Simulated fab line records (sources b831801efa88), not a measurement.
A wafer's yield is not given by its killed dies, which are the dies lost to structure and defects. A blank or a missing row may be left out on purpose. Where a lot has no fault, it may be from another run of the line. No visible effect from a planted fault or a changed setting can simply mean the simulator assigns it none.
fab line records	flow sky130
record lots=14	wafers=42	last_day=50
route steps=708 shown FIELD_ISO@19 VT_ADJUST_NCORE@127 POLY_GATE@228 PAD_OPEN@708
lots that met no fault: taken from a fault-free run of the same line
start_h: hours from the record's first day to the start of the lot's first wafer shown	wait_h: hours since the lot's step before	" repeats the value in the row above	L1.1+2: several wafers, shown together as one row	- no value, or no start given	* or withheld: withheld	< > ~ a bound
route shown NAME@n: a module of which the file shows steps, and the number in the route of the first	usual: mean/standard deviation of fault-free wafers	same: alike in all rows	chamber/n: place in a boat	sites: each site's reading	_std_site: how widely they spread, as a standard deviation	_edge_site: the outer-site mean with the inner-site mean subtracted	radius_mm: how far each site lies from the wafer's centre	mask NAME#n: copy n	behind: the most recent tool/chamber to have shaped the wafer	hold: why the lot went on hold/how many hours it stayed there/how the hold came to an end	device: names the non-switching transistor (n, p or np)	end of line: tests run on the same wafers once the route is complete	a step with no rows: only its recipe	killed: count of dies lost to structure and defects at first sort (not the wafer's yield)	map: dies across one wafer; x = killed, . = not, _ = none there
set.NAME: the run value of the setting; set.NAME@STEP: its run value at that earlier step	model.NAME: the simulator's own value behind a step, which no gauge read
a sample of lots followed through the steps of the route, with each step as a table and each wafer as a row
## steps
# step SKY_FIELD_ISO_WET_ETCH_18
# recipe chemistry=H3PO4	target_depth_nm=25	temp_c=160	target=Si3N4	time_s=286
# usual run_length_s=314/3.6
lot.wafer	tool	chamber	start_h	wait_h	run_length_s
L158.1	wet_bench-01	2	30.19	0.0	314
L158.2	"	2	"	"	314
L158.6	"	2	"	"	314
L160.4	wet_bench-01	1	44.09	0.0	311
L160.5	"	1	"	"	311
L160.6	"	1	"	"	311
L161.3	wet_bench-03	0	47.54	0.0	320
L161.5	"	0	"	"	320
L161.6	"	0	"	"	320
L166.1	wet_bench-03	2	72.54	0.0	319
L166.2	"	2	"	"	319
L166.5	"	2	"	"	319
L167.3	wet_bench-04	1	78.63	0.0	319
L167.4	"	1	"	"	319
L167.6	"	1	"	"	319
L168.4	wet_bench-03	0	82.93	0.0	312
L168.5	"	0	"	"	312
L168.6	"	0	"	"	312
L169.2	wet_bench-01	0	89.43	0.0	311
L169.4	"	0	"	"	311
L169.6	"	0	"	"	311
L170.2	wet_bench-01	3	93.88	0.0	311
L170.3	"	3	"	"	311
L170.6	"	3	"	"	311
L171.1	wet_bench-04	2	103.33	0.0	313
L171.4	"	2	"	"	313
L171.6	"	2	"	"	313
L174.2	wet_bench-01	3	114.24	0.0	465
L174.4	"	3	"	"	465
L174.5	"	3	"	"	465
L175.2	wet_bench-03	2	118.17	0.0	312
L175.3	"	2	"	"	312
L175.5	"	2	"	"	312
L176.1	wet_bench-01	0	122.19	0.0	464
L176.2	"	0	"	"	464
L176.6	"	0	"	"	464
L180.1	wet_bench-03	1	147.84	0.0	319
L180.2	"	1	"	"	319
L180.3	"	1	"	"	319
L181.3	wet_bench-04	2	149.84	0.0	320
L181.4	"	2	"	"	320
L181.5	"	2	"	"	320
# step SKY_FIELD_ISO_THK_MEAS_23
# recipe reads=SiO2_of_FIELD_ISO_OXIDATION_22
# usual FIELD_ISO_OXIDATION_01_THK=10.07/0.18
lot.wafer	tool	chamber	start_h	wait_h	FIELD_ISO_OXIDATION_01_THK[nm]
L158.1	film_metro-03	-	32.53	0.0	10.08
L158.2	"	-	"	"	10.07
L158.6	"	-	"	"	9.89
L161.3	film_metro-03	-	50.70	0.0	10.22
L161.5	"	-	"	"	10.35
L161.6	"	-	"	"	10.47
L160.4	film_metro-01	-	50.71	0.0	9.96
L160.5	"	-	"	"	9.79
L160.6	"	-	"	"	9.91
L166.1	film_metro-03	-	75.68	0.0	10.01
L166.2	"	-	"	"	9.98
L166.5	"	-	"	"	10.00
L167.3	film_metro-02	-	80.93	0.0	9.95
L167.4	"	-	"	"	10.06
L167.6	"	-	"	"	10.24
L168.4	film_metro-01	-	85.02	0.0	10.21
L168.5	"	-	"	"	10.18
L168.6	"	-	"	"	10.14
L169.2	film_metro-02	-	90.89	0.0	10.35
L169.4	"	-	"	"	10.24
L169.6	"	-	"	"	10.34
L170.2	film_metro-03	-	95.34	0.0	9.90
L170.3	"	-	"	"	10.10
L170.6	"	-	"	"	9.91
L171.1	film_metro-02	-	104.78	0.0	10.12
L171.4	"	-	"	"	9.96
L171.6	"	-	"	"	10.17
L174.2	film_metro-02	-	116.34	0.0	9.97
L174.4	"	-	"	"	9.93
L174.5	"	-	"	"	9.93
L175.2	film_metro-01	-	121.94	0.0	9.87
L175.3	"	-	"	"	9.85
L175.5	"	-	"	"	9.87
L176.1	film_metro-01	-	127.97	0.0	10.31
L176.2	"	-	"	"	10.26
L176.6	"	-	"	"	10.21
L180.1	film_metro-03	-	149.29	0.0	9.91
L180.2	"	-	"	"	9.94
L180.3	"	-	"	"	10.13
L181.3	film_metro-02	-	153.49	0.0	9.73
L181.4	"	-	"	"	9.47
L181.5	"	-	"	"	9.74
# step SKY_VT_ADJUST_NCORE_OVL_MEAS_08
# usual VT_ADJUST_NCORE_OVL=-0.1/1.5
lot.wafer	tool	chamber	start_h	wait_h	VT_ADJUST_NCORE_OVL[nm]
L158.1	overlay-01	-	181.71	0.1	-1.1
L158.2	"	-	"	"	-1.7
L158.6	"	-	"	"	-0.1
L161.3	overlay-01	-	212.36	0.1	-1.0
L161.5	"	-	"	"	-1.4
L161.6	"	-	"	"	0.2
L160.4	overlay-01	-	212.83	0.1	1.8
L160.5	"	-	"	"	0.8
L160.6	"	-	"	"	-0.4
L166.1	overlay-02	-	249.16	0.1	-0.4
L166.2	"	-	"	"	-0.5
L166.5	"	-	"	"	-1.9
L167.3	overlay-01	-	254.27	0.1	-0.6
L167.4	"	-	"	"	1.0
L167.6	"	-	"	"	0.7
L168.4	overlay-01	-	263.12	0.1	-1.6
L168.5	"	-	"	"	-1.6
L168.6	"	-	"	"	0.2
L169.2	overlay-02	-	263.21	0.1	-1.7
L169.4	"	-	"	"	-1.5
L169.6	"	-	"	"	-0.2
L170.2	overlay-02	-	272.57	0.1	0.6
L170.3	"	-	"	"	-0.5
L170.6	"	-	"	"	-1.3
L171.1	overlay-01	-	286.30	0.1	-0.4
L171.4	"	-	"	"	-0.6
L171.6	"	-	"	"	-0.1
L174.2	overlay-02	-	309.06	0.1	-1.1
L174.4	"	-	"	"	0.2
L174.5	"	-	"	"	0.1
L175.2	overlay-01	-	317.91	0.1	0.5
L175.3	"	-	"	"	-0.7
L175.5	"	-	"	"	1.3
L176.1	overlay-01	-	325.06	0.1	0.8
L176.2	"	-	"	"	1.2
L176.6	"	-	"	"	0.7
L180.1	overlay-01	-	353.11	0.1	-2.5
L180.2	"	-	"	"	-3.5
L180.3	"	-	"	"	-2.9
L181.3	overlay-01	-	360.46	0.1	0.1
L181.4	"	-	"	"	-1.2
L181.5	"	-	"	"	-1.8
# step SKY_POLY_GATE_OVL_MEAS_14
# usual POLY_GATE_OVL=-1/5.9
lot.wafer	tool	chamber	start_h	wait_h	POLY_GATE_OVL[nm]
L158.1	overlay-02	-	374.31	0.1	-11
L158.2	"	-	"	"	-5
L158.6	"	-	"	"	-8
L161.3	overlay-01	-	411.18	0.1	4
L161.5	"	-	"	"	12
L161.6	"	-	"	"	3
L160.4	overlay-01	-	414.60	0.1	-3
L160.5	"	-	"	"	5
L160.6	"	-	"	"	0
L166.1	overlay-02	-	464.21	0.1	-12
L166.2	"	-	"	"	-2
L166.5	"	-	"	"	-11
L167.3	overlay-02	-	468.97	0.1	-8
L167.4	"	-	"	"	-2
L167.6	"	-	"	"	-3
L168.4	overlay-02	-	477.37	0.1	-1
L168.5	"	-	"	"	-4
L168.6	"	-	"	"	-4
L169.2	overlay-02	-	494.97	0.1	-2
L169.4	"	-	"	"	2
L169.6	"	-	"	"	8
L170.2	overlay-01	-	495.32	0.1	16
L170.3	"	-	"	"	9
L170.6	"	-	"	"	16
L171.1	overlay-01	-	505.51	0.1	0
L171.4	"	-	"	"	1
L171.6	"	-	"	"	-1
L174.2	overlay-01	-	532.52	0.1	3
L174.4	"	-	"	"	0
L174.5	"	-	"	"	5
L175.2	overlay-02	-	539.36	0.1	-10
L175.3	"	-	"	"	11
L175.5	"	-	"	"	-1
L176.1	overlay-02	-	547.95	0.1	4
L176.2	"	-	"	"	4
L176.6	"	-	"	"	0
L180.1	overlay-02	-	574.16	0.1	-5
L180.2	"	-	"	"	-6
L180.3	"	-	"	"	-10
L181.3	overlay-02	-	592.27	0.1	8
L181.4	"	-	"	"	6
L181.5	"	-	"	"	9
# step SKY_PAD_OPEN_PROBE_99
# usual killed_at_M0_to_M3=43/7.8	killed_at_M4_up=3.2/1.9	killed_at_contacts=24/5	killed_at_front_end=14/4.5	killed_at_other=0.2/0.41	killed_dies=84/9.6	killed_open=47/6.9	killed_short=38/6
# same gross_dies=492	killed_at_back_side=0
lot.wafer	tool	chamber	start_h	wait_h	killed_at_M0_to_M3	killed_at_M4_up	killed_at_contacts	killed_at_front_end	killed_at_other	killed_dies	killed_open	killed_short
L158.1	prober-02	-	1076.21	0.1	50	5	16	12	0	83	48	34
L158.2	prober-02	-	1076.26	0.1	52	4	19	10	1	86	51	35
L158.6	prober-02	-	1076.46	0.2	48	2	19	15	0	84	48	36
L161.3	prober-02	-	1097.05	0.2	50	3	26	8	0	87	48	39
L161.5	prober-02	-	1097.15	0.2	38	4	30	15	0	87	50	37
L161.6	prober-02	-	1097.20	0.2	39	3	29	14	1	86	38	48
L160.4	prober-01	-	1105.37	0.2	54	3	18	19	0	94	47	47
L160.5	prober-01	-	1105.42	0.2	32	9	31	12	0	84	49	35
L160.6	prober-01	-	1105.47	0.2	39	6	18	19	0	82	52	30
L166.1	prober-02	-	1132.10	0.1	54	2	34	16	0	106	58	48
L166.2	prober-02	-	1132.15	0.1	47	3	42	18	0	110	57	53
L166.5	prober-02	-	1132.30	0.2	56	2	28	13	0	99	52	47
L167.3	prober-01	-	1139.56	0.2	51	3	21	10	0	85	46	39
L167.4	prober-01	-	1139.61	0.2	38	1	35	10	0	84	47	37
L167.6	prober-01	-	1139.71	0.2	35	7	21	16	0	79	48	31
L168.4	prober-02	-	1146.85	0.2	35	2	27	5	0	69	44	25
L168.5	prober-02	-	1146.90	0.2	46	1	29	17	0	93	56	37
L168.6	prober-02	-	1146.95	0.2	35	4	26	26	0	91	44	47
L169.2	prober-01	-	1154.21	0.1	47	4	24	14	0	89	39	50
L169.4	prober-01	-	1154.31	0.2	33	5	27	23	0	88	54	34
L169.6	prober-01	-	1154.41	0.2	29	3	28	12	1	73	37	36
L170.2	prober-02	-	1155.75	0.1	40	4	20	19	0	83	45	38
L170.3	prober-02	-	1155.80	0.2	24	4	20	10	0	58	35	23
L170.6	prober-02	-	1155.95	0.2	53	3	21	12	0	89	54	35
L171.1	prober-01	-	1158.91	0.1	46	3	26	29	0	104	49	55
L171.4	prober-01	-	1159.06	0.2	47	0	25	10	0	82	49	33
L171.6	prober-01	-	1159.16	0.2	37	2	30	15	0	84	51	33
L174.2	prober-02	-	1177.99	0.1	51	8	20	24	0	103	56	47
L174.4	prober-02	-	1178.09	0.2	43	0	14	10	0	67	34	33
L174.5	prober-02	-	1178.14	0.2	46	2	13	8	0	69	43	26
L175.2	prober-01	-	1180.15	0.1	36	1	26	14	0	77	41	36
L175.3	prober-01	-	1180.20	0.2	40	4	21	18	0	83	48	35
L175.5	prober-01	-	1180.30	0.2	38	2	24	10	1	75	40	35
L176.1	prober-02	-	1186.50	0.1	50	3	15	15	0	83	46	37
L176.2	prober-02	-	1186.55	0.1	47	2	32	14	0	95	55	40
L176.6	prober-02	-	1186.75	0.2	43	2	18	11	0	74	41	33
L180.1	prober-01	-	1196.36	0.1	47	4	27	15	0	93	54	39
L180.2	prober-01	-	1196.41	0.1	40	1	22	8	0	71	47	24
L180.3	prober-01	-	1196.46	0.2	39	5	30	16	0	90	54	36
L181.3	prober-01	-	1207.66	0.2	49	6	24	11	0	90	46	44
L181.4	prober-01	-	1207.71	0.2	55	1	17	11	0	84	49	35
L181.5	prober-01	-	1207.76	0.2	38	3	23	12	0	76	38	38
# killed by level:class
L158.1 VIA1:geometric_particle:open=9 VIA3:geometric_particle:open=9 METAL1:geometric_particle:short=8 VIA2:geometric_particle:open=8 CONTACT:geometric_particle:open=7 LI_CONTACT:geometric_particle:open=4 VIA3:geometric_particle:short=4 METAL4:geometric_particle:short=4
L158.2 VIA1:geometric_particle:open=14 VIA3:geometric_particle:open=11 CONTACT:geometric_particle:open=8 VIA1:geometric_particle:short=7 METAL3:geometric_particle:short=5 VIA2:geometric_particle:short=5 LOCAL_INTERCONNECT:geometric_particle:short=4 FIELD_ISO:geometric_particle:open=3
L158.6 VIA1:geometric_particle:open=11 CONTACT:geometric_particle:open=10 VIA3:geometric_particle:open=9 VIA2:geometric_particle:open=6 VIA1:geometric_particle:short=6 VIA2:geometric_particle:short=5 METAL2:geometric_particle:short=4 POLY_GATE:geometric_particle:short=4
L161.3 VIA1:geometric_particle:open=11 CONTACT:geometric_particle:open=9 VIA3:geometric_particle:open=8 VIA2:geometric_particle:open=7 LOCAL_INTERCONNECT:geometric_particle:short=6 LI_CONTACT:geometric_particle:open=5 METAL1:geometric_particle:short=5 VIA3:geometric_particle:short=5
L161.5 VIA1:geometric_particle:open=10 LI_CONTACT:geometric_particle:open=8 CONTACT:geometric_particle:open=7 VIA3:geometric_particle:open=7 POLY_GATE:geometric_particle:open=6 POLY_GATE:geometric_particle:short=4 LI_CONTACT:geometric_particle:short=4 LOCAL_INTERCONNECT:geometric_particle:short=4
L161.6 LI_CONTACT:geometric_particle:short=7 CONTACT:geometric_particle:open=7 VIA3:geometric_particle:open=7 LOCAL_INTERCONNECT:geometric_particle:short=6 METAL1:geometric_particle:short=6 VIA1:geometric_particle:open=6 LI_CONTACT:geometric_particle:open=5 VIA3:geometric_particle:short=5
L160.4 VIA1:geometric_particle:short=10 VIA2:geometric_particle:open=9 VIA1:geometric_particle:open=9 METAL1:geometric_particle:short=7 FIELD_ISO:geometric_particle:open=5 POLY_GATE:geometric_particle:short=5 LI_CONTACT:geometric_particle:short=5 CONTACT:geometric_particle:open=5
L160.5 CONTACT:geometric_particle:open=10 LI_CONTACT:geometric_particle:open=9 VIA1:geometric_particle:open=8 METAL4:geometric_particle:short=8 METAL2:geometric_particle:short=7 FIELD_ISO:geometric_particle:short=4 LOCAL_INTERCONNECT:geometric_particle:short=4 CONTACT:geometric_particle:short=4
L160.6 CONTACT:geometric_particle:open=10 VIA1:geometric_particle:open=9 VIA2:geometric_particle:open=8 FIELD_ISO:geometric_particle:open=6 METAL2:geometric_particle:short=6 POLY_GATE:geometric_particle:open=4 VIA3:geometric_particle:open=4 POLY_GATE:geometric_particle:short=3
L166.1 CONTACT:geometric_particle:open=16 VIA1:geometric_particle:open=14 METAL1:geometric_particle:short=7 FIELD_ISO:geometric_particle:short=6 VIA3:geometric_particle:open=6 LI_CONTACT:geometric_particle:open=6 METAL3:geometric_particle:short=6 FIELD_ISO:geometric_particle:open=5
L166.2 CONTACT:geometric_particle:open=13 LI_CONTACT:geometric_particle:open=9 VIA1:geometric_particle:open=8 METAL2:geometric_particle:short=7 VIA3:geometric_particle:short=6 LOCAL_INTERCONNECT:geometric_particle:short=6 CONTACT:geometric_particle:short=6 VIA2:geometric_particle:open=6
L166.5 VIA1:geometric_particle:open=12 VIA3:geometric_particle:open=11 CONTACT:geometric_particle:short=8 CONTACT:geometric_particle:open=8 VIA2:geometric_particle:short=7 LOCAL_INTERCONNECT:geometric_particle:short=6 METAL3:geometric_particle:short=5 VIA2:geometric_particle:open=5
L167.3 VIA1:geometric_particle:open=15 VIA1:geometric_particle:short=10 LI_CONTACT:geometric_particle:open=6 METAL2:geometric_particle:short=6 VIA3:geometric_particle:open=6 LOCAL_INTERCONNECT:geometric_particle:short=5 CONTACT:geometric_particle:open=5 VIA2:geometric_particle:open=4
L167.4 CONTACT:geometric_particle:open=10 LI_CONTACT:geometric_particle:open=9 VIA1:geometric_particle:open=8 VIA2:geometric_particle:open=6 LI_CONTACT:geometric_particle:short=5 LOCAL_INTERCONNECT:geometric_particle:short=5 CONTACT:geometric_particle:short=5 VIA2:geometric_particle:short=5
L167.6 VIA1:geometric_particle:open=13 CONTACT:geometric_particle:open=11 FIELD_ISO:geometric_particle:open=5 METAL4:geometric_particle:short=5 VIA3:geometric_particle:open=4 VIA2:geometric_particle:open=4 FIELD_ISO:geometric_particle:short=3 SPACER:geometric_particle:open=3
L168.4 CONTACT:geometric_particle:open=11 VIA1:geometric_particle:open=9 LI_CONTACT:geometric_particle:open=9 METAL2:geometric_particle:short=7 VIA2:geometric_particle:open=5 LOCAL_INTERCONNECT:geometric_particle:short=4 VIA3:geometric_particle:short=4 VIA3:geometric_particle:open=3
L168.5 VIA1:geometric_particle:open=16 VIA3:geometric_particle:open=9 LI_CONTACT:geometric_particle:open=8 FIELD_ISO:geometric_particle:open=7 LOCAL_INTERCONNECT:geometric_particle:short=6 CONTACT:geometric_particle:short=5 CONTACT:geometric_particle:open=5 VIA1:geometric_particle:short=5
L168.6 CONTACT:geometric_particle:open=12 VIA1:geometric_particle:open=10 METAL2:geometric_particle:short=8 FIELD_ISO:geometric_particle:short=7 POLY_GATE:geometric_particle:short=7 POLY_GATE:geometric_particle:open=6 LI_CONTACT:geometric_particle:open=6 VIA2:geometric_particle:open=5
L169.2 METAL2:geometric_particle:short=9 METAL1:geometric_particle:short=8 LI_CONTACT:geometric_particle:open=7 VIA1:geometric_particle:open=5 CONTACT:geometric_particle:open=5 METAL3:geometric_particle:short=5 LOCAL_INTERCONNECT:geometric_particle:open=4 VIA2:geometric_particle:short=4
L169.4 CONTACT:geometric_particle:open=13 FIELD_ISO:geometric_particle:short=8 VIA2:geometric_particle:open=8 VIA1:geometric_particle:open=8 LI_CONTACT:geometric_particle:open=6 FIELD_ISO:geometric_particle:open=5 METAL2:geometric_particle:short=5 POLY_GATE:geometric_particle:open=4
L169.6 CONTACT:geometric_particle:open=9 VIA1:geometric_particle:open=8 LI_CONTACT:geometric_particle:open=6 CONTACT:geometric_particle:short=6 METAL2:geometric_particle:short=5 LOCAL_INTERCONNECT:geometric_particle:short=4 VIA1:geometric_particle:short=4 VIA2:geometric_particle:short=4
L170.2 VIA1:geometric_particle:open=11 CONTACT:geometric_particle:open=7 FIELD_ISO:geometric_particle:open=6 VIA2:geometric_particle:open=6 POLY_GATE:geometric_particle:short=5 LI_CONTACT:geometric_particle:open=5 VIA3:geometric_particle:open=5 VIA1:geometric_particle:short=4
L170.3 VIA1:geometric_particle:open=10 LI_CONTACT:geometric_particle:open=7 CONTACT:geometric_particle:open=7 FIELD_ISO:geometric_particle:short=5 METAL4:geometric_particle:short=4 VIA2:geometric_particle:open=3 LI_CONTACT:geometric_particle:short=3 VIA3:geometric_particle:open=3
L170.6 VIA2:geometric_particle:open=12 METAL1:geometric_particle:short=10 VIA1:geometric_particle:open=10 VIA3:geometric_particle:open=9 CONTACT:geometric_particle:open=7 CONTACT:geometric_particle:short=6 FIELD_ISO:geometric_particle:open=4 LI_CONTACT:geometric_particle:open=3
L171.1 CONTACT:geometric_particle:open=12 METAL1:geometric_particle:short=11 FIELD_ISO:geometric_particle:short=9 FIELD_ISO:geometric_particle:open=7 LI_CONTACT:geometric_particle:open=7 METAL2:geometric_particle:open=5 POLY_GATE:geometric_particle:short=5 VIA1:geometric_particle:short=5
L171.4 LI_CONTACT:geometric_particle:open=11 VIA3:geometric_particle:open=10 VIA1:geometric_particle:open=10 CONTACT:geometric_particle:open=7 METAL2:geometric_particle:short=5 METAL1:geometric_particle:short=4 VIA1:geometric_particle:short=4 VIA2:geometric_particle:short=4
L171.6 LI_CONTACT:geometric_particle:open=10 CONTACT:geometric_particle:open=10 VIA1:geometric_particle:open=9 CONTACT:geometric_particle:short=7 VIA2:geometric_particle:open=6 POLY_GATE:geometric_particle:open=5 VIA2:geometric_particle:short=5 METAL2:geometric_particle:short=4
L174.2 VIA1:geometric_particle:open=14 VIA2:geometric_particle:open=11 CONTACT:geometric_particle:open=8 POLY_GATE:geometric_particle:short=7 POLY_GATE:geometric_particle:open=6 VIA3:geometric_particle:open=6 LOCAL_INTERCONNECT:geometric_particle:short=6 METAL1:geometric_particle:short=5
L174.4 METAL2:geometric_particle:short=11 VIA1:geometric_particle:open=9 VIA2:geometric_particle:open=8 CONTACT:geometric_particle:open=4 VIA3:geometric_particle:short=4 FIELD_ISO:geometric_particle:open=3 LI_CONTACT:geometric_particle:open=3 CONTACT:geometric_particle:short=3
L174.5 VIA1:geometric_particle:open=20 CONTACT:geometric_particle:open=7 VIA1:geometric_particle:short=5 VIA2:geometric_particle:open=4 FIELD_ISO:geometric_particle:open=3 LOCAL_INTERCONNECT:geometric_particle:short=3 METAL1:geometric_particle:short=3 VIA2:geometric_particle:short=3
L175.2 VIA3:geometric_particle:open=9 LI_CONTACT:geometric_particle:short=8 VIA1:geometric_particle:open=8 LI_CONTACT:geometric_particle:open=7 FIELD_ISO:geometric_particle:open=6 VIA1:geometric_particle:short=5 VIA2:geometric_particle:open=4 CONTACT:geometric_particle:short=4
L175.3 VIA1:geometric_particle:open=11 CONTACT:geometric_particle:open=8 CONTACT:geometric_particle:short=8 VIA3:geometric_particle:open=5 METAL2:geometric_particle:short=5 METAL1:geometric_particle:short=4 VIA1:geometric_particle:short=4 VIA2:geometric_particle:open=4
L175.5 VIA1:geometric_particle:open=10 CONTACT:geometric_particle:open=8 CONTACT:geometric_particle:short=6 VIA3:geometric_particle:open=6 VIA2:geometric_particle:open=5 VIA3:geometric_particle:short=5 LOCAL_INTERCONNECT:geometric_particle:short=4 FIELD_ISO:geometric_particle:short=4
L176.1 VIA1:geometric_particle:open=12 METAL1:geometric_particle:short=8 METAL2:geometric_particle:short=8 VIA3:geometric_particle:open=6 FIELD_ISO:geometric_particle:open=5 LI_CONTACT:geometric_particle:open=5 CONTACT:geometric_particle:open=5 POLY_GATE:geometric_particle:open=4
L176.2 VIA1:geometric_particle:open=13 CONTACT:geometric_particle:open=12 CONTACT:geometric_particle:short=8 VIA3:geometric_particle:open=7 VIA2:geometric_particle:open=6 VIA1:geometric_particle:short=6 METAL3:geometric_particle:short=5 LI_CONTACT:geometric_particle:open=5
L176.6 VIA1:geometric_particle:open=9 LI_CONTACT:geometric_particle:open=8 METAL1:geometric_particle:short=7 VIA2:geometric_particle:open=6 CONTACT:geometric_particle:open=5 VIA3:geometric_particle:short=5 FIELD_ISO:geometric_particle:open=4 VIA1:geometric_particle:short=4
L180.1 VIA1:geometric_particle:open=9 CONTACT:geometric_particle:open=8 VIA2:geometric_particle:open=8 VIA3:geometric_particle:open=7 FIELD_ISO:geometric_particle:open=6 LI_CONTACT:geometric_particle:open=6 CONTACT:geometric_particle:short=5 METAL1:geometric_particle:short=5
L180.2 VIA1:geometric_particle:open=12 CONTACT:geometric_particle:open=7 LI_CONTACT:geometric_particle:open=6 METAL1:geometric_particle:short=6 VIA2:geometric_particle:open=6 VIA3:geometric_particle:open=4 CONTACT:geometric_particle:short=4 LOCAL_INTERCONNECT:geometric_particle:short=3
L180.3 VIA1:geometric_particle:open=12 CONTACT:geometric_particle:open=11 LI_CONTACT:geometric_particle:open=8 METAL1:geometric_particle:short=7 VIA1:geometric_particle:short=6 FIELD_ISO:geometric_particle:open=4 POLY_GATE:geometric_particle:open=4 LI_CONTACT:geometric_particle:short=4
L181.3 VIA1:geometric_particle:open=12 CONTACT:geometric_particle:open=9 VIA2:geometric_particle:open=8 CONTACT:geometric_particle:short=6 METAL2:geometric_particle:short=5 LOCAL_INTERCONNECT:geometric_particle:short=5 POLY_GATE:geometric_particle:short=4 METAL1:geometric_particle:short=4
L181.4 VIA1:geometric_particle:open=16 VIA2:geometric_particle:open=12 VIA1:geometric_particle:short=8 METAL1:geometric_particle:short=5 CONTACT:geometric_particle:open=5 METAL3:geometric_particle:short=4 LI_CONTACT:geometric_particle:open=4 VIA2:geometric_particle:short=4
L181.5 LI_CONTACT:geometric_particle:open=7 VIA3:geometric_particle:open=6 VIA1:geometric_particle:open=6 FIELD_ISO:geometric_particle:short=5 LOCAL_INTERCONNECT:geometric_particle:short=5 CONTACT:geometric_particle:open=5 METAL1:geometric_particle:short=5 VIA1:geometric_particle:short=5
## key
first_sign step=SKY_FIELD_ISO_WET_ETCH_18	reading=run_length_s	direction=up	sigmas=42	usual=*	struck=*
effect none on later readings
met_at SKY_FIELD_ISO_WET_ETCH_18
struck_lots L174,L176
tester_left_out L174,L176
not_acting_at SKY_FIELD_ISO_THK_MEAS_23,SKY_VT_ADJUST_NCORE_OVL_MEAS_08,SKY_POLY_GATE_OVL_MEAS_14
onset_between 93.88 114.24
fault kind=process_parameter_drift	tool=wet_bench-01	chamber=-	onset_h=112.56	steps=SKY_FIELD_ISO_WET_ETCH_18	channel=time_s	offset=*	shape=step	end_h=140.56	acts_in=*	stated=*
# tester_left_out: of these lots the tester's yield and bins aren't shown, on N5 and GAA mostly nor the transistor test; their killed dies are dies lost to structure and defects alone, not to doping, threshold or leakage, so they don't give the yield
